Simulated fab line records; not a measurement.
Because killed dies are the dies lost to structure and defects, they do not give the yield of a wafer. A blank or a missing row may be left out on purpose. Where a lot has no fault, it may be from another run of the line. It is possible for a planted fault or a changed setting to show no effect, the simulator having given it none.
A struck lot beside a sound one    flow sky130    15 steps out of a route of 708
Sound: wafers L788.1, L788.4, L788.5. Struck: wafers L800.4, L800.6. (L800.3 of the same lot was not struck and is left out.) The cause comes at the end.
At each step with rows: each side's tool, then ch and its chambers, then its first start. Under that, the readings that differ: sound wafers    struck wafers    difference of the means    sigmas: that difference in standard deviations of wafers without a fault.
alike: readings with means less than 2 such deviations apart, plus words and numbers identical on both sides. not compared: withheld readings, readings lacking a value on some wafer, bounds such as >300 that could conceal the same value, and numbers that have no deviation in the record and whose values overlap.
The two part at a step that has a row with sigmas, a row that says differs or no value, or rows on one side only. Non-overlapping numbers with no deviation appear without sigmas and do not part them. A reading that every wafer of one side lacks parts them only if that side has two wafers or more.

SKY_VT_ADJUST_NCORE_STRIP_10: strips in O2/N2.
  sound on plasma-asher-02 ch 1, day 10 01:02; struck on plasma-asher-01 ch 0,1, day 13 21:25
  alike: chamber-pressure-mTorr, drypump-motor-current-A, oes-product-au, strip-time-to-endpoint-s
  not compared: rf-hours-counter-h
SKY_VT_ADJUST_NCORE_TW_MEAS_11:
  sound on film-metro-02 at day 10 01:08; struck on film-metro-01 at day 13 21:30
  alike: VT_ADJUST_NCORE_TW
then, 7 steps without rows for these wafers: SKY_VT_ADJUST_HVTR_DEHYDRATE_00 (time 60 s); SKY_VT_ADJUST_HVTR_HMDS_01 (prime time 60 s); SKY_VT_ADJUST_HVTR_COAT_02 (resist thk 1140 nm); SKY_VT_ADJUST_HVTR_SOFTBAKE_03 (time 60 s); SKY_VT_ADJUST_HVTR_EXPOSE_04 (exposes mask HVTRM, target cd 380 nm); SKY_VT_ADJUST_HVTR_PEB_05; SKY_VT_ADJUST_HVTR_DEVELOP_06 (develop time 60 s).
SKY_VT_ADJUST_HVTR_CD_MEAS_07 targets a cd of 380 nm.
  sound on cd-sem-01 at day 10 23:57; struck on cd-sem-01 at day 14 21:41
  alike: cd-nm
SKY_VT_ADJUST_HVTR_OVL_MEAS_08:
  sound on overlay-02 at day 11 00:04; struck on overlay-02 at day 14 21:46
  alike: VT_ADJUST_HVTR_OVL
next, for these wafers, 1 step has no rows: SKY_VT_ADJUST_HVTR_IMPLANT_09.
SKY_VT_ADJUST_HVTR_STRIP_10: strips in O2/N2.
  sound on plasma-asher-03 ch 0,1, day 11 00:16; struck on plasma-asher-03 ch 0, day 14 21:58
reading                       sound              struck       difference  sigmas
strip-time-to-endpoint-s (s)  14.18 14.15 14.14  13.94 13.90  -0.24       -6
  alike: chamber-pressure-mTorr, drypump-motor-current-A, oes-product-au
  not compared: rf-hours-counter-h
SKY_VT_ADJUST_HVTR_TW_MEAS_11:
  sound on film-metro-03 at day 11 00:22; struck on film-metro-01 at day 14 22:04
reading            sound              struck       difference  sigmas
VT_ADJUST_HVTR_TW  211.2 210.7 212.6  208.5 209.3  -2.6        -2
SKY_PAD_OPEN_PROBE_99:
  the record holds rows for the sound wafers here (prober-02, day 46 21:46) but none for the struck ones

## WHERE THEY PART
First at SKY_VT_ADJUST_HVTR_STRIP_10; last, within this record, at SKY_PAD_OPEN_PROBE_99.

WHY: what had been put in by the simulator
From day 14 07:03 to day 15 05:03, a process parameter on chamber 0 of plasma-asher-03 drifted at SKY_VT_ADJUST_HVTR_STRIP_10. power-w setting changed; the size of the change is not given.
